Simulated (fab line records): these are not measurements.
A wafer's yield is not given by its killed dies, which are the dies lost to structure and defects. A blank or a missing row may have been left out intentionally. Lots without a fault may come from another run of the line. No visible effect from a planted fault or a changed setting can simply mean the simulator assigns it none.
The tool behind it: which one? | flow gf180mcu | 39 wafers from 13 lots sampled at 4 of the route's 602 steps

WHAT THE GAUGES SHOWED, per wafer
GF_HV_LDD_OVL_MEAS_47. Usual: HV_LDD_03_OVL -1.6 nm, standard deviation 1.5.
lot  | measured     | on         | HV_LDD_03_OVL (nm) | flag
L817 | day 12 19:48 | overlay-02 | -0.3 -2.7 -1.2     |
L818 | day 13 09:26 | overlay-01 | -1.2 -2.0 -0.5     |
L819 | day 14 01:25 | overlay-01 | -1.0 -0.3 -0.7     |
L820 | day 14 08:00 | overlay-02 | -3.5 -2.0 -3.2     |
L821 | day 14 20:32 | overlay-01 | -1.4 -2.6 -1.9     |
L826 | day 15 23:25 | overlay-02 | 1.1 -2.6 -2.0      |
L825 | day 16 03:53 | overlay-02 | 0.2 -0.2 2.1       |
L831 | day 18 04:34 | overlay-02 | -5.8 -2.4 -4.2     |
L833 | day 18 08:47 | overlay-02 | -1.4 -1.6 -4.2     |
L834 | day 18 23:46 | overlay-02 | -3.9 -2.5 -1.0     |
L835 | day 19 07:32 | overlay-01 | -0.8 -2.7 -2.6     |
L839 | day 20 11:05 | overlay-01 | -5.5 -3.1 -3.3     |
L838 | day 20 12:44 | overlay-02 | -2.2 -0.3 -1.5     |

GF_HV_LDD_TW_MEAS_50. Usual: HV_LDD_4_TW 568.5, standard deviation 2.8.
lot  | measured     | on            | HV_LDD_4_TW       | flag
L817 | day 12 20:05 | film metro-04 | 567.9 567.5 566.9 |
L818 | day 13 09:44 | film metro-04 | 570.6 570.3 570.7 |
L819 | day 14 01:42 | film metro-01 | 564.8 567.7 566.9 |
L820 | day 14 08:17 | film metro-01 | 569.6 569.1 566.3 |
L821 | day 14 20:49 | film metro-01 | 561.9 567.9 566.5 |
L826 | day 15 23:42 | film metro-04 | 567.2 565.1 565.4 |
L825 | day 16 04:11 | film metro-01 | 565.0 562.9 565.3 |
L831 | day 18 04:51 | film metro-01 | 571.3 570.4 568.3 |
L833 | day 18 09:04 | film metro-02 | 545.3 545.8 543.7 | OFF
L834 | day 19 00:04 | film metro-01 | 568.8 571.1 571.2 |
L835 | day 19 07:50 | film metro-02 | 550.1 547.4 547.4 | OFF
L839 | day 20 11:22 | film metro-01 | 569.3 566.8 567.3 |
L838 | day 20 13:02 | film metro-04 | 567.4 567.6 568.4 |

WHICH TOOL RAN EACH LOT (tool, then ch and the chambers of the sampled wafers, then the start)
lot  | GF_HV_LDD_STRIP_22                   | GF_HV_LDD_IMPLANT_48
L817 | plasma asher-03 ch 0,1, day 11 04:25 | implanter-04 ch 0, day 12 19:50
L818 | plasma asher-02 ch 1, day 11 17:25   | implanter-04 ch 0, day 13 09:29
L819 | plasma asher-02 ch 0,1, day 12 08:17 | implanter-03 ch 0, day 14 01:28
L820 | plasma asher-04 ch 0,1, day 12 14:10 | implanter-02 ch 0, day 14 08:02
L821 | plasma asher-04 ch 0,1, day 13 03:11 | implanter-02 ch 0, day 14 20:35
L826 | plasma asher-04 ch 0,1, day 14 04:43 | implanter-02 ch 0, day 15 23:29
L825 | plasma asher-02 ch 0,1, day 14 07:13 | implanter-02 ch 0, day 16 03:56
L831 | plasma asher-03 ch 0,1, day 16 04:23 | implanter-04 ch 0, day 18 04:36
L833 | plasma asher-04 ch 0,1, day 16 09:04 | implanter-04 ch 0, day 18 08:49
L834 | plasma asher-02 ch 0,1, day 16 23:47 | implanter-03 ch 0, day 18 23:51
L835 | plasma asher-02 ch 0,1, day 17 06:51 | implanter-04 ch 0, day 19 07:37
L839 | plasma asher-02 ch 0,1, day 18 09:18 | implanter-03 ch 0, day 20 11:09
L838 | plasma asher-03 ch 0,1, day 18 10:26 | implanter-02 ch 0, day 20 12:47
- GF_HV_LDD_STRIP_22: strips in O2/N2.
- GF_HV_LDD_IMPLANT_48

WHAT THE TOOLS THEMSELVES READ (means of the sampled wafers that have a number; where no wafer has one, the mark that the record gives instead)
GF_HV_LDD_STRIP_22. Usual: drypump motor current A 5.8 A, standard deviation 0.51; heater power w 336 W, standard deviation 30; oes product au 0.716 a.u., standard deviation 0.0044; strip time to endpoint s 12.63 s, standard deviation 0.042.
lot  | tool            | drypump motor current A (A) | heater power w (W) | oes product au (a.u.) | strip time to endpoint s (s) | flag
L817 | plasma asher-03 | 5.5                         | 306                | 0.719                 | 12.68                        |
L818 | plasma asher-02 | 6.5                         | 323                | 0.717                 | 12.64                        |
L819 | plasma asher-02 | 6.2                         | 327                | 0.720                 | 12.63                        |
L820 | plasma asher-04 | 6.1                         | 381                | 0.712                 | 12.64                        |
L821 | plasma asher-04 | 6.0                         | 382                | 0.715                 | 12.63                        |
L826 | plasma asher-04 | 6.0                         | 383                | 0.716                 | 12.65                        |
L825 | plasma asher-02 | 5.9                         | 328                | 0.716                 | 12.64                        |
L831 | plasma asher-03 | 5.6                         | 303                | 0.713                 | 12.57                        |
L833 | plasma asher-04 | 6.0                         | 376                | 0.716                 | 12.68                        |
L834 | plasma asher-02 | 5.9                         | 336                | 0.718                 | 12.63                        |
L835 | plasma asher-02 | 5.9                         | 333                | 0.716                 | 12.62                        |
L839 | plasma asher-02 | 6.1                         | 324                | 0.715                 | 12.59                        |
L838 | plasma asher-03 | 5.5                         | 305                | 0.719                 | 12.61                        |

GF_HV_LDD_IMPLANT_48. Usual: 25.000 for beam energy keV, sd 0.0084.
lot  | tool         | beam energy keV | flag
L817 | implanter-04 | 25.000          |
L818 | implanter-04 | 25.006          |
L819 | implanter-03 | 24.993          |
L820 | implanter-02 | 25.003          |
L821 | implanter-02 | 24.992          |
L826 | implanter-02 | 24.998          |
L825 | implanter-02 | 24.991          |
L831 | implanter-04 | 25.003          |
L833 | implanter-04 | 20.294          | OFF
L834 | implanter-03 | 24.997          |
L835 | implanter-04 | 20.298          | OFF
L839 | implanter-03 | 24.988          |
L838 | implanter-02 | 24.995          |

THE ANSWER, worked out from the rows above alone
Rule: lot off if the mean of its wafers having a number is beyond 3 standard deviations from the usual mean. Also off: a lot with no number at a reading for which 4 or more lots have one. All remaining lots with rows at the step are treated as sound. The gauges are gone through in route order, then the tools' own readings, and for those a lot's mean is taken as printed above. At the first step where some lot is off, the reading lying furthest off is the one used; lots without a number count as furthest.
Off: at GF_HV_LDD_TW_MEAS_50 (HV_LDD_4_TW), L833, L835.
If a tool, at a process step before that reading, ran all the lots that are off and no sound lot after the first of them, it fits. Not tried: the gauges at GF_HV_LDD_TW_MEAS_50; whatever is off there is also off at GF_HV_LDD_IMPLANT_48, on other tools, and gauge error can't account for it. One fits: implanter-04 at GF_HV_LDD_IMPLANT_48. Its last sound lot is L831 (day 18 04:36), its first lot that is off L833 (day 18 08:49): a fault that began between those two fits.
On the lots that are off, the tool's own readings at GF_HV_LDD_IMPLANT_48 differ by more than 5 times the standard deviation of the sound lots' means, which bears it out; beam energy keV reads 20.296 there versus 24.997 on the sound lots.

WHAT WAS PUT IN BY THE SIMULATOR
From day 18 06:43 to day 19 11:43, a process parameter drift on implanter-04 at GF_HV_LDD_IMPLANT_48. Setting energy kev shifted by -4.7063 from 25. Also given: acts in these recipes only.
Shown lots that were struck: L833, L835. Same finding as the rule above.
